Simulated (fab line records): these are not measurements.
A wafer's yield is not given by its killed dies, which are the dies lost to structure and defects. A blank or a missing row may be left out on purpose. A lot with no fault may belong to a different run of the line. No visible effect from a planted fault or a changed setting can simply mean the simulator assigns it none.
fab line records + flow sky130
[record]
- lots = 6
- wafers = 18
- last-day = 48
route steps=708 shown SD_N@344 SD_P@359 RES_XHIGH@360 PAD_OPEN@708
lots that met no fault: taken from a fault-free run of the same line
start-h: start of the lot's first displayed wafer, in hours after the record's first day + wait-h: hours since the lot's step before + " identical to the entry in the row above + L1.1+2: one row covering several wafers at once + - no value present, or no start provided + * or withheld: withheld + < > ~ a bound
route shown NAME@n: NAME is a module with steps in the file, n the number in the route of the first one + usual: mean and standard deviation over wafers with no fault + same: alike in all rows + chamber/n: place in a boat + sites: the reading at each site + _std_site: their standard deviation + _edge_site: outer sites' mean less inner sites' + radius-mm: for every site, how far away it sits from the centre of the wafer + mask NAME#n: copy n + behind: tool/chamber where the wafer was last shaped + hold: cause of the lot's hold/its duration in hours/its outcome + device: names the non-switching transistor (n, p or np) + end of line: tests of these same wafers at the route's end + a step given without rows: its recipe and nothing more + killed: dies that structure and defects cost at the first sort, which is not the same as the wafer's yield + map: dies across one wafer; x = killed, . = not, _ = none there
set.NAME: the setting the step ran with; set.NAME@STEP: the setting that earlier step ran with + model.NAME: the simulator's own value behind a step, which no gauge read
lots at some steps of the route; a table a step, a row a wafer
services: when a tool's chamber went out of use (start-h, in hours from the record's first day, below 0 if earlier), for how many hours, and the reason
[[steps]]
[step SKY_SD_N_COAT_02]
[recipe]
- resist = NOVOLAK
- spin-rpm = 3000
- resist-thk-nm = 1140
[step SKY_SD_N_SOFTBAKE_03]
[recipe]
- temp-c = 90
- time-s = 60
- resist = NOVOLAK
[step SKY_SD_N_EXPOSE_04]
[recipe]
- mask-id = NSDM
- na = 0.6
- source-shape = conventional
- sigma-outer = 0.6
- polarization = unpolarized
- target-cd-nm = 380
- dose-mj = 141
[step SKY_SD_N_PEB_05]
[recipe]
- temp-c = withheld
- time-s = *
- resist = NOVOLAK
[step SKY_SD_N_DEVELOP_06]
[recipe]
- resist = NOVOLAK
- developer = TMAH
- develop-time-s = 60
- dev-temp-c = 23
[step SKY_SD_N_CD_MEAS_07]
[recipe]
- target-cd-nm = 380
[usual]
- cd-nm = 380.9/2.7
| lot.wafer | tool      | chamber | start-h | wait-h | cd-nm |
|-----------|-----------|---------|---------|--------|-------|
| L493.2    | cd-sem-02 | -       | 632.40  | 0.1    | 385.2 |
| L493.4    | "         | -       | "       | "      | 384.4 |
| L493.6    | "         | -       | "       | "      | 383.3 |
| L499.4    | cd-sem-02 | -       | 699.55  | 0.1    | 380.0 |
| L499.5    | "         | -       | "       | "      | 380.1 |
| L499.6    | "         | -       | "       | "      | 381.9 |
| L506.2    | cd-sem-02 | -       | 747.67  | 0.1    | 377.8 |
| L506.4    | "         | -       | "       | "      | 378.5 |
| L506.5    | "         | -       | "       | "      | 379.2 |
| L507.1    | cd-sem-02 | -       | 748.85  | 0.1    | 383.5 |
| L507.5    | "         | -       | "       | "      | 383.1 |
| L507.6    | "         | -       | "       | "      | 381.8 |
| L509.1    | cd-sem-01 | -       | 774.25  | 0.1    | 382.9 |
| L509.2    | "         | -       | "       | "      | 380.4 |
| L509.4    | "         | -       | "       | "      | 380.8 |
| L510.1    | cd-sem-01 | -       | 775.15  | 0.1    | 381.9 |
| L510.2    | "         | -       | "       | "      | 383.8 |
| L510.5    | "         | -       | "       | "      | 382.1 |
[step SKY_SD_N_OVL_MEAS_08]
[usual]
- SD_N_OVL = -0.6/1.2
| lot.wafer | tool       | chamber | start-h | wait-h | SD_N_OVL[nm] |
|-----------|------------|---------|---------|--------|--------------|
| L493.2    | overlay-02 | -       | 632.51  | 0.1    | 1.9          |
| L493.4    | "          | -       | "       | "      | 2.4          |
| L493.6    | "          | -       | "       | "      | 1.5          |
| L499.4    | overlay-01 | -       | 699.63  | 0.1    | -0.2         |
| L499.5    | "          | -       | "       | "      | 0.7          |
| L499.6    | "          | -       | "       | "      | 0.8          |
| L506.2    | overlay-01 | -       | 747.77  | 0.1    | -1.8         |
| L506.4    | "          | -       | "       | "      | 0.3          |
| L506.5    | "          | -       | "       | "      | -0.1         |
| L507.1    | overlay-01 | -       | 748.97  | 0.1    | 0.8          |
| L507.5    | "          | -       | "       | "      | 0.4          |
| L507.6    | "          | -       | "       | "      | -0.4         |
| L509.1    | overlay-02 | -       | 774.37  | 0.1    | -0.9         |
| L509.2    | "          | -       | "       | "      | 0.2          |
| L509.4    | "          | -       | "       | "      | -1.3         |
| L510.1    | overlay-02 | -       | 775.27  | 0.1    | -1.3         |
| L510.2    | "          | -       | "       | "      | -2.6         |
| L510.5    | "          | -       | "       | "      | -1.3         |
[step SKY_SD_N_IMPLANT_09]
[recipe]
- species = As
- energy-kev = 50
- dose-cm2 = 4e+15
- tilt-deg = 0
[step SKY_SD_N_IMPLANT_10]
[recipe]
- species = P
- energy-kev = 20
- dose-cm2 = 1e+14
- tilt-deg = 0
[step SKY_SD_N_STRIP_11]
[recipe]
- chemistry = O2/N2
- power-w = 1400
- pressure-mtorr = 1500
- platen-temp-c = withheld
- o2-flow-sccm = 3000
- n2-flow-sccm = 300
- overash-fraction = 0.5
[usual]
- drypump-motor-current-A = 5.96/0.21
- n2-flow-sccm = 300.0/0.78
- oes-product-au = 0.528/0.0051
- strip-time-to-endpoint-s = 22.55/0.035
| lot.wafer | tool            | chamber | start-h | wait-h | drypump-motor-current-A | n2-flow-sccm | oes-product-au | rf-hours-counter-h | strip-time-to-endpoint-s |
|-----------|-----------------|---------|---------|--------|-------------------------|--------------|----------------|--------------------|--------------------------|
| L493.2    | plasma-asher-04 | 1       | 632.84  | 0.1    | 5.79                    | 300.6        | 0.534          | 51                 | 22.61                    |
| L493.4    | "               | 1       | "       | "      | 5.81                    | 300.1        | 0.529          | -                  | 22.59                    |
| L493.6    | "               | 0       | "       | "      | 6.26                    | 300.0        | 0.534          | -                  | 22.62                    |
| L499.4    | plasma-asher-02 | 0       | 699.98  | 0.1    | 6.06                    | 300.3        | 0.523          | -                  | 22.52                    |
| L499.5    | "               | 0       | "       | "      | 6.06                    | 301.0        | 0.530          | -                  | 22.59                    |
| L499.6    | "               | 1       | "       | "      | 5.75                    | 299.2        | 0.526          | -                  | 22.54                    |
| L506.2    | plasma-asher-02 | 0       | 748.10  | 0.1    | 6.06                    | 300.7        | 0.527          | 0                  | 22.53                    |
| L506.4    | "               | 0       | "       | "      | 6.04                    | 298.9        | 0.527          | -                  | 22.60                    |
| L506.5    | "               | 1       | "       | "      | 5.73                    | 299.5        | 0.535          | -                  | 22.53                    |
| L507.1    | plasma-asher-01 | 0       | 749.30  | 0.1    | 6.07                    | 299.3        | 0.532          | 91                 | 22.49                    |
| L507.5    | "               | 0       | "       | "      | 6.07                    | 299.1        | 0.529          | -                  | 22.58                    |
| L507.6    | "               | 1       | "       | "      | 5.69                    | 299.8        | 0.535          | -                  | 22.53                    |
| L509.1    | plasma-asher-02 | 1       | 774.70  | 0.1    | 5.74                    | 300.5        | 0.535          | 3                  | 22.50                    |
| L509.2    | "               | 0       | "       | "      | 6.05                    | 300.9        | 0.523          | 3                  | 22.51                    |
| L509.4    | "               | 0       | "       | "      | 6.07                    | 300.4        | 0.529          | -                  | 22.48                    |
| L510.1    | plasma-asher-04 | 1       | 775.60  | 0.1    | 5.78                    | 299.6        | 0.528          | 65                 | 22.49                    |
| L510.2    | "               | 0       | "       | "      | 6.25                    | 300.4        | 0.526          | 65                 | 22.54                    |
| L510.5    | "               | 1       | "       | "      | 5.76                    | 299.4        | 0.529          | -                  | 22.52                    |
[step SKY_SD_N_TW_MEAS_12]
[usual]
- SD_N_TW = 4020/53
| lot.wafer | tool          | chamber | start-h | wait-h | SD_N_TW |
|-----------|---------------|---------|---------|--------|---------|
| L493.2    | film-metro-02 | -       | 632.95  | 0.1    | 4061    |
| L493.4    | "             | -       | "       | "      | 4061    |
| L493.6    | "             | -       | "       | "      | 4064    |
| L499.4    | film-metro-02 | -       | 700.07  | 0.1    | 4049    |
| L499.5    | "             | -       | "       | "      | 4061    |
| L499.6    | "             | -       | "       | "      | 4053    |
| L506.2    | film-metro-03 | -       | 748.21  | 0.1    | 4047    |
| L506.4    | "             | -       | "       | "      | 4057    |
| L506.5    | "             | -       | "       | "      | 4052    |
| L507.1    | film-metro-02 | -       | 749.40  | 0.1    | 4061    |
| L507.5    | "             | -       | "       | "      | 4060    |
| L507.6    | "             | -       | "       | "      | 4067    |
| L509.1    | film-metro-02 | -       | 774.80  | 0.1    | 4067    |
| L509.2    | "             | -       | "       | "      | 4090    |
| L509.4    | "             | -       | "       | "      | 4089    |
| L510.1    | film-metro-03 | -       | 775.70  | 0.1    | 4018    |
| L510.2    | "             | -       | "       | "      | 4018    |
| L510.5    | "             | -       | "       | "      | 4031    |
[step SKY_SD_N_CLEAN_13]
[recipe]
- chemistry = SC1/SC2
- mix = 1:4:20
- temp-c = 70
- time-s = 150
- dry = n2-spin
[step SKY_SD_N_RTA_14]
[recipe]
- temp-c = 1075
- time-s = 2
- idle-temp-c = 650
- ramp-up-c-per-s = 150
- ramp-down-c-per-s = 90
- ambient = N2
[usual]
- chamber-o2-ppm = 1.995/0.019
- lamp-power-pct = 15.73/0.052
- wafer_temp_C_max = 1078.0/1.4
| lot.wafer | tool          | chamber | start-h | wait-h | chamber-o2-ppm | lamp-power-pct | wafer_temp_C_max |
|-----------|---------------|---------|---------|--------|----------------|----------------|------------------|
| L493.2    | rtp-anneal-02 | 0       | 633.06  | 0.0    | 2.022          | 15.70          | 1076.4           |
| L493.4    | "             | 0       | "       | "      | 2.006          | 15.70          | 1077.1           |
| L493.6    | "             | 0       | "       | "      | 2.009          | 15.88          | 1076.3           |
| L499.4    | rtp-anneal-01 | 0       | 700.18  | 0.0    | 2.026          | 15.65          | 1077.7           |
| L499.5    | "             | 0       | "       | "      | 2.023          | 15.72          | 1080.9           |
| L499.6    | "             | 0       | "       | "      | 2.007          | 15.72          | 1079.6           |
| L506.2    | rtp-anneal-02 | 0       | 748.32  | 0.0    | 2.005          | 15.71          | 1078.3           |
| L506.4    | "             | 0       | "       | "      | 1.984          | 15.77          | 1079.5           |
| L506.5    | "             | 0       | "       | "      | 1.981          | 15.82          | 1079.5           |
| L507.1    | rtp-anneal-01 | 0       | 749.52  | 0.0    | 1.975          | 14.35          | 1076.3           |
| L507.5    | "             | 0       | "       | "      | 2.008          | 14.23          | 1076.4           |
| L507.6    | "             | 0       | "       | "      | 2.022          | 14.34          | 1078.0           |
| L509.1    | rtp-anneal-01 | 0       | 774.92  | 0.0    | 1.992          | 14.29          | 1076.7           |
| L509.2    | "             | 0       | "       | "      | 1.966          | 14.29          | 1079.6           |
| L509.4    | "             | 0       | "       | "      | 1.992          | 14.34          | 1078.5           |
| L510.1    | rtp-anneal-02 | 0       | 775.81  | 0.0    | 1.920          | 15.64          | 1077.1           |
| L510.2    | "             | 0       | "       | "      | 1.962          | 15.72          | 1076.0           |
| L510.5    | "             | 0       | "       | "      | 1.950          | 15.66          | 1077.7           |
[step SKY_SD_N_RS_MEAS_16]
[recipe]
- thk-meas-gauge = four-point-probe
[usual]
- SD_N_RS = 68.58/0.13
| lot.wafer | tool          | chamber | start-h | wait-h | SD_N_RS[ohm/sq] |
|-----------|---------------|---------|---------|--------|-----------------|
| L493.2    | film-metro-03 | -       | 633.25  | 0.1    | 68.53           |
| L493.4    | "             | -       | "       | "      | 68.71           |
| L493.6    | "             | -       | "       | "      | 68.71           |
| L499.4    | film-metro-03 | -       | 700.39  | 0.1    | 68.57           |
| L499.5    | "             | -       | "       | "      | 68.66           |
| L499.6    | "             | -       | "       | "      | 68.60           |
| L506.2    | film-metro-02 | -       | 748.51  | 0.1    | 68.59           |
| L506.4    | "             | -       | "       | "      | 68.40           |
| L506.5    | "             | -       | "       | "      | 68.58           |
| L507.1    | film-metro-03 | -       | 749.69  | 0.1    | 75.05           |
| L507.5    | "             | -       | "       | "      | 74.92           |
| L507.6    | "             | -       | "       | "      | 74.82           |
| L509.1    | film-metro-03 | -       | 775.10  | 0.1    | 74.94           |
| L509.2    | "             | -       | "       | "      | 74.73           |
| L509.4    | "             | -       | "       | "      | 74.99           |
| L510.1    | film-metro-01 | -       | 775.99  | 0.1    | 68.73           |
| L510.2    | "             | -       | "       | "      | 68.69           |
| L510.5    | "             | -       | "       | "      | 68.62           |
[step SKY_SD_N_RS_MEAS_17]
[recipe]
- thk-meas-gauge = four-point-probe
[usual]
- SD_P_RS = 147.7/0.43
| lot.wafer | tool          | chamber | start-h | wait-h | SD_P_RS[ohm/sq] |
|-----------|---------------|---------|---------|--------|-----------------|
| L493.2    | film-metro-03 | -       | 633.37  | 0.1    | 147.7           |
| L493.4    | "             | -       | "       | "      | 148.1           |
| L493.6    | "             | -       | "       | "      | 148.5           |
| L499.4    | film-metro-03 | -       | 700.51  | 0.1    | 147.6           |
| L499.5    | "             | -       | "       | "      | 147.9           |
| L499.6    | "             | -       | "       | "      | 147.7           |
| L506.2    | film-metro-02 | -       | 748.63  | 0.1    | 147.1           |
| L506.4    | "             | -       | "       | "      | 147.1           |
| L506.5    | "             | -       | "       | "      | 146.9           |
| L507.1    | film-metro-03 | -       | 749.81  | 0.1    | 186.7           |
| L507.5    | "             | -       | "       | "      | 186.5           |
| L507.6    | "             | -       | "       | "      | 186.5           |
| L509.1    | film-metro-03 | -       | 775.22  | 0.1    | 187.1           |
| L509.2    | "             | -       | "       | "      | 187.0           |
| L509.4    | "             | -       | "       | "      | 186.1           |
| L510.1    | film-metro-01 | -       | 776.11  | 0.1    | 148.1           |
| L510.2    | "             | -       | "       | "      | 148.5           |
| L510.5    | "             | -       | "       | "      | 148.0           |
[step SKY_SD_N_RS_MEAS_18]
[recipe]
- thk-meas-gauge = four-point-probe
[usual]
- RES_XHIGH_RS = 332.8/1.2
| lot.wafer | tool          | chamber | start-h | wait-h | RES_XHIGH_RS[ohm/sq] |
|-----------|---------------|---------|---------|--------|----------------------|
| L493.2    | film-metro-03 | -       | 633.49  | 0.1    | 332.1                |
| L493.4    | "             | -       | "       | "      | 333.3                |
| L493.6    | "             | -       | "       | "      | 332.9                |
| L499.4    | film-metro-03 | -       | 700.63  | 0.1    | 332.0                |
| L499.5    | "             | -       | "       | "      | 333.0                |
| L499.6    | "             | -       | "       | "      | 333.1                |
| L506.2    | film-metro-02 | -       | 748.75  | 0.1    | 333.2                |
| L506.4    | "             | -       | "       | "      | 331.9                |
| L506.5    | "             | -       | "       | "      | 331.4                |
| L507.1    | film-metro-03 | -       | 749.93  | 0.1    | 337.3                |
| L507.5    | "             | -       | "       | "      | 336.8                |
| L507.6    | "             | -       | "       | "      | 336.5                |
| L509.1    | film-metro-03 | -       | 775.34  | 0.1    | 334.8                |
| L509.2    | "             | -       | "       | "      | 335.5                |
| L509.4    | "             | -       | "       | "      | 334.9                |
| L510.1    | film-metro-01 | -       | 776.23  | 0.1    | 332.3                |
| L510.2    | "             | -       | "       | "      | 331.6                |
| L510.5    | "             | -       | "       | "      | 333.7                |
[step SKY_PAD_OPEN_PROBE_99]
[usual]
- killed_at_M0_to_M3 = 43/7.3
- killed_at_M4_up = 3.1/1.7
- killed-at-contacts = 24/4.7
- killed-at-front-end = 15/4.6
- killed-at-other = 0.3/0.55
- killed-dies = 86/9.7
- killed-open = 47/6.7
- killed-short = 39/6.5
[same]
- gross-dies = 492
- killed-at-back-side = 0
| lot.wafer | tool      | chamber | start-h | wait-h | killed_at_M0_to_M3 | killed_at_M4_up | killed-at-contacts | killed-at-front-end | killed-at-other | killed-dies | killed-open | killed-short | model.etest.res-xhigh-po.line-ohm-um | model.etest.res-xhigh-po.rs-ohm-sq | model.etest.tip-p.rs-ohm-sq | model.etest.pfet_01v8.r-on-ohm-um | model.etest.res-pdiff.line-ohm-um | model.etest.res-high-po.line-ohm-um | model.etest.licon-high-po.rc-ohm | model.etest.pfet-g5v0d10v5.r-on-ohm-um |
|-----------|-----------|---------|---------|--------|--------------------|-----------------|--------------------|---------------------|-----------------|-------------|-------------|--------------|--------------------------------------|------------------------------------|-----------------------------|-----------------------------------|-----------------------------------|-------------------------------------|----------------------------------|----------------------------------------|
| L493.2    | prober-01 | -       | 1059.61 | 0.1    | 42                 | 3               | 31                 | 27                  | 0               | 103         | 55          | 48           | 5720                                 | 1980                               | 6913                        | 2936                              | 1356                              | 760.5                               | 351.3                            | 4820                                   |
| L493.4    | prober-01 | -       | 1059.71 | 0.2    | 45                 | 4               | 27                 | 23                  | 0               | 99          | 50          | 49           | 5444                                 | 1948                               | 7029                        | 2938                              | 1385                              | 739.6                               | 359.1                            | 4872                                   |
| L493.6    | prober-01 | -       | 1059.81 | 0.2    | 38                 | 1               | 31                 | 8                   | 1               | 79          | 41          | 38           | 5561                                 | 1980                               | 6949                        | 2950                              | 1375                              | 748.5                               | 359.3                            | 4848                                   |
| L499.4    | prober-01 | -       | 1110.10 | 0.2    | 51                 | 3               | 25                 | 14                  | 0               | 93          | 49          | 44           | 5606                                 | 1972                               | 6851                        | 2904                              | 1364                              | 744                                 | 346.6                            | 4702                                   |
| L499.5    | prober-01 | -       | 1110.15 | 0.2    | 47                 | 5               | 21                 | 20                  | 1               | 94          | 52          | 42           | 5617                                 | 2006                               | 6903                        | 2954                              | 1374                              | 738.2                               | 346.4                            | 4732                                   |
| L499.6    | prober-01 | -       | 1110.20 | 0.2    | 42                 | 3               | 25                 | 10                  | 1               | 81          | 50          | 31           | 5746                                 | 2009                               | 6936                        | 2856                              | 1348                              | 737.8                               | 339.6                            | 4666                                   |
| L506.2    | prober-01 | -       | 1145.65 | 0.1    | 42                 | 4               | 23                 | 15                  | 0               | 84          | 41          | 43           | 5522                                 | 1923                               | 6772                        | 2908                              | 1385                              | 729.6                               | 337.1                            | 4699                                   |
| L506.4    | prober-01 | -       | 1145.75 | 0.2    | 45                 | 6               | 23                 | 15                  | 0               | 89          | 46          | 43           | 5423                                 | 1902                               | 6772                        | 2878                              | 1405                              | 725.8                               | 332.5                            | 4722                                   |
| L506.5    | prober-01 | -       | 1145.80 | 0.2    | 42                 | 6               | 27                 | 13                  | 0               | 88          | 39          | 49           | 5240                                 | 1864                               | 6767                        | 2922                              | 1380                              | 715.5                               | 342.3                            | 4776                                   |
| L507.1    | prober-01 | -       | 1147.92 | 0.1    | 43                 | 2               | 23                 | 15                  | 0               | 83          | 42          | 41           | 8696                                 | 3042                               | 7386                        | 3379                              | 1796                              | 1049                                | 668                              | 4952                                   |
| L507.5    | prober-01 | -       | 1148.12 | 0.2    | 52                 | 4               | 24                 | 19                  | 0               | 99          | 46          | 53           | 8759                                 | 3025                               | 7318                        | 3357                              | 1833                              | 1083                                | 642.7                            | 4937                                   |
| L507.6    | prober-01 | -       | 1148.17 | 0.2    | 32                 | 0               | 23                 | 20                  | 0               | 75          | 41          | 34           | 8733                                 | 3058                               | 7381                        | 3434                              | 1800                              | 1062                                | 616.2                            | 4983                                   |
| L509.1    | prober-01 | -       | 1160.34 | 0.1    | 39                 | 3               | 26                 | 13                  | 0               | 81          | 47          | 34           | 9575                                 | 3329                               | 7549                        | 3377                              | 1772                              | 1151                                | 679                              | 5033                                   |
| L509.2    | prober-01 | -       | 1160.39 | 0.1    | 40                 | 5               | 24                 | 11                  | 0               | 80          | 39          | 41           | 9092                                 | 3160                               | 7537                        | 3385                              | 1745                              | 1110                                | 649.5                            | 4991                                   |
| L509.4    | prober-01 | -       | 1160.49 | 0.2    | 51                 | 3               | 16                 | 8                   | 0               | 78          | 40          | 38           | 9248                                 | 3283                               | 7542                        | 3455                              | 1758                              | 1108                                | 676.1                            | 5012                                   |
| L510.1    | prober-02 | -       | 1163.66 | 0.1    | 27                 | 1               | 24                 | 20                  | 0               | 72          | 46          | 26           | 5762                                 | 2008                               | 7027                        | 2970                              | 1407                              | 761.2                               | 364.9                            | 4746                                   |
| L510.2    | prober-02 | -       | 1163.71 | 0.1    | 41                 | 2               | 22                 | 10                  | 0               | 75          | 48          | 27           | 5581                                 | 1948                               | 7043                        | 2952                              | 1401                              | 725.5                               | 362.7                            | 4767                                   |
| L510.5    | prober-02 | -       | 1163.86 | 0.2    | 34                 | 2               | 28                 | 13                  | 0               | 77          | 48          | 29           | 5914                                 | 2076                               | 6992                        | 2929                              | 1394                              | 757.1                               | 352.4                            | 4712                                   |
// killed by level:class
L493.2 CONTACT:geometric-particle:open=17 METAL2:geometric-particle:short=9 POLY_GATE:geometric-particle:short=7 VIA3:geometric-particle:open=7 VIA1:geometric-particle:open=7 LI_CONTACT:geometric-particle:open=6 METAL1:geometric-particle:short=6 POLY_GATE:geometric-particle:open=5
L493.4 CONTACT:geometric-particle:open=11 POLY_GATE:geometric-particle:short=9 VIA1:geometric-particle:open=8 LI_CONTACT:geometric-particle:open=7 VIA1:geometric-particle:short=7 METAL2:geometric-particle:short=7 VIA2:geometric-particle:open=6 FIELD_ISO:geometric-particle:short=5
L493.6 LI_CONTACT:geometric-particle:open=10 VIA1:geometric-particle:open=10 CONTACT:geometric-particle:open=9 METAL1:geometric-particle:short=7 VIA3:geometric-particle:open=6 VIA1:geometric-particle:short=6 CONTACT:geometric-particle:short=5 LI_CONTACT:geometric-particle:short=4
L499.4 CONTACT:geometric-particle:open=11 VIA1:geometric-particle:open=10 VIA2:geometric-particle:open=9 LI_CONTACT:geometric-particle:short=5 VIA1:geometric-particle:short=5 VIA2:geometric-particle:short=5 VIA3:geometric-particle:open=5 VIA3:geometric-particle:short=4
L499.5 VIA3:geometric-particle:open=10 VIA1:geometric-particle:open=9 LI_CONTACT:geometric-particle:open=8 VIA2:geometric-particle:open=8 VIA1:geometric-particle:short=8 POLY_GATE:geometric-particle:short=7 POLY_GATE:geometric-particle:open=5 CONTACT:geometric-particle:short=5
L499.6 LI_CONTACT:geometric-particle:open=10 VIA2:geometric-particle:open=10 VIA1:geometric-particle:open=8 VIA3:geometric-particle:open=7 CONTACT:geometric-particle:open=6 FIELD_ISO:geometric-particle:short=4 CONTACT:geometric-particle:short=4 VIA2:geometric-particle:short=4
L506.2 LOCAL_INTERCONNECT:geometric-particle:short=9 VIA1:geometric-particle:open=9 VIA2:geometric-particle:open=6 VIA1:geometric-particle:short=5 METAL2:geometric-particle:short=5 LI_CONTACT:geometric-particle:open=5 VIA3:geometric-particle:open=5 METAL3:geometric-particle:short=5
L506.4 VIA1:geometric-particle:open=10 LI_CONTACT:geometric-particle:open=8 METAL1:geometric-particle:short=8 POLY_GATE:geometric-particle:open=7 VIA3:geometric-particle:open=6 CONTACT:geometric-particle:open=5 VIA1:geometric-particle:short=5 LOCAL_INTERCONNECT:geometric-particle:short=4
L506.5 VIA1:geometric-particle:open=13 METAL1:geometric-particle:short=8 CONTACT:geometric-particle:short=7 FIELD_ISO:geometric-particle:short=6 LI_CONTACT:geometric-particle:open=6 LOCAL_INTERCONNECT:geometric-particle:short=6 POLY_GATE:geometric-particle:short=5 CONTACT:geometric-particle:open=5
L507.1 VIA1:geometric-particle:open=9 LI_CONTACT:geometric-particle:open=8 VIA2:geometric-particle:short=8 CONTACT:geometric-particle:short=6 METAL2:geometric-particle:short=6 VIA2:geometric-particle:open=6 FIELD_ISO:geometric-particle:open=5 VIA3:geometric-particle:open=5
L507.5 LI_CONTACT:geometric-particle:open=9 VIA1:geometric-particle:open=8 METAL2:geometric-particle:short=8 VIA3:geometric-particle:open=7 FIELD_ISO:geometric-particle:short=6 LOCAL_INTERCONNECT:geometric-particle:short=6 POLY_GATE:geometric-particle:short=5 VIA1:geometric-particle:short=5
L507.6 VIA1:geometric-particle:open=9 LI_CONTACT:geometric-particle:open=8 CONTACT:geometric-particle:open=7 POLY_GATE:geometric-particle:short=6 POLY_GATE:geometric-particle:open=5 CONTACT:geometric-particle:short=5 METAL2:geometric-particle:short=5 VIA2:geometric-particle:short=4
L509.1 VIA3:geometric-particle:open=10 CONTACT:geometric-particle:open=8 LI_CONTACT:geometric-particle:open=8 CONTACT:geometric-particle:short=8 VIA2:geometric-particle:open=6 POLY_GATE:geometric-particle:open=5 VIA1:geometric-particle:open=5 POLY_GATE:geometric-particle:short=4
L509.2 LI_CONTACT:geometric-particle:open=10 VIA1:geometric-particle:short=9 CONTACT:geometric-particle:short=6 METAL1:geometric-particle:short=6 VIA2:geometric-particle:open=6 VIA1:geometric-particle:open=4 METAL2:geometric-particle:short=4 FIELD_ISO:geometric-particle:open=3
L509.4 VIA1:geometric-particle:open=12 VIA3:geometric-particle:open=8 METAL1:geometric-particle:short=8 VIA1:geometric-particle:short=5 LI_CONTACT:geometric-particle:open=4 CONTACT:geometric-particle:short=4 CONTACT:geometric-particle:open=4 METAL1:geometric-particle:open=4
L510.1 VIA1:geometric-particle:open=10 CONTACT:geometric-particle:open=9 POLY_GATE:geometric-particle:open=6 LOCAL_INTERCONNECT:geometric-particle:short=5 CONTACT:geometric-particle:short=5 VIA1:geometric-particle:short=5 FIELD_ISO:geometric-particle:open=4 LI_CONTACT:geometric-particle:open=3
L510.2 VIA1:geometric-particle:open=12 LI_CONTACT:geometric-particle:open=7 CONTACT:geometric-particle:open=6 VIA2:geometric-particle:open=6 VIA1:geometric-particle:short=5 VIA3:geometric-particle:open=5 CONTACT:geometric-particle:short=4 FIELD_ISO:geometric-particle:open=3
L510.5 LI_CONTACT:geometric-particle:open=12 VIA3:geometric-particle:open=8 CONTACT:geometric-particle:open=7 VIA1:geometric-particle:open=7 FIELD_ISO:geometric-particle:short=4 CONTACT:geometric-particle:short=4 FIELD_ISO:geometric-particle:open=3 METAL1:geometric-particle:short=3
[[services]]
| tool            | chamber | start-h | hours | kind       |
|-----------------|---------|---------|-------|------------|
| plasma-asher-02 | -       | 733.75  | 9.0   | pm         |
| plasma-asher-02 | 0       | 733.75  | 9.0   | vent-cycle |
| plasma-asher-02 | 1       | 733.75  | 9.0   | vent-cycle |
| plasma-asher-04 | -       | 739.09  | 2.0   | repair     |
| plasma-asher-02 | 0       | 742.75  | -     | clean      |
| plasma-asher-02 | 1       | 742.75  | -     | clean      |
| plasma-asher-02 | -       | 744.18  | 2.7   | repair     |
| plasma-asher-01 | -       | 749.83  | 0.6   | repair     |
[[key]]
[first-sign]
- step = SKY_SD_N_RTA_14
- reading = lamp-power-pct
- direction = down
- sigmas = 27
- usual = 15.73
- struck = 14.31
[effect]
- step = SKY_SD_N_RS_MEAS_16
- reading = SD_N_RS
- direction = up
- sigmas = 47
- usual = 68.58
- struck = 74.91
[effect]
- step = SKY_SD_N_RS_MEAS_17
- reading = SD_P_RS
- direction = up
- sigmas = 91
- usual = 147.7
- struck = 186.7
[model-effect]
- step = SKY_PAD_OPEN_PROBE_99
- value = etest.res-xhigh-po.line-ohm-um
- without = 5883
- struck = 9017
met-at SKY_SD_N_RTA_14
struck-wafers L507.1,L507.5,L507.6,L509.1,L509.2,L509.4
tester-left-out L507,L509
onset-between 700.18 749.52
[fault]
- kind = process-parameter-drift
- tool = rtp-anneal-01
- chamber = -
- onset-h = 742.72
- steps = SKY_SD_N_RTA_14
- channel = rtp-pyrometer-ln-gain
- offset = 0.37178
- shape = step
- end-h = 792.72
// tester-left-out: of these lots the tester's yield and bins aren't shown, on N5 and GAA mostly nor the transistor test; their killed dies are dies lost to structure and defects alone, not to doping, threshold or leakage, so they don't give the yield
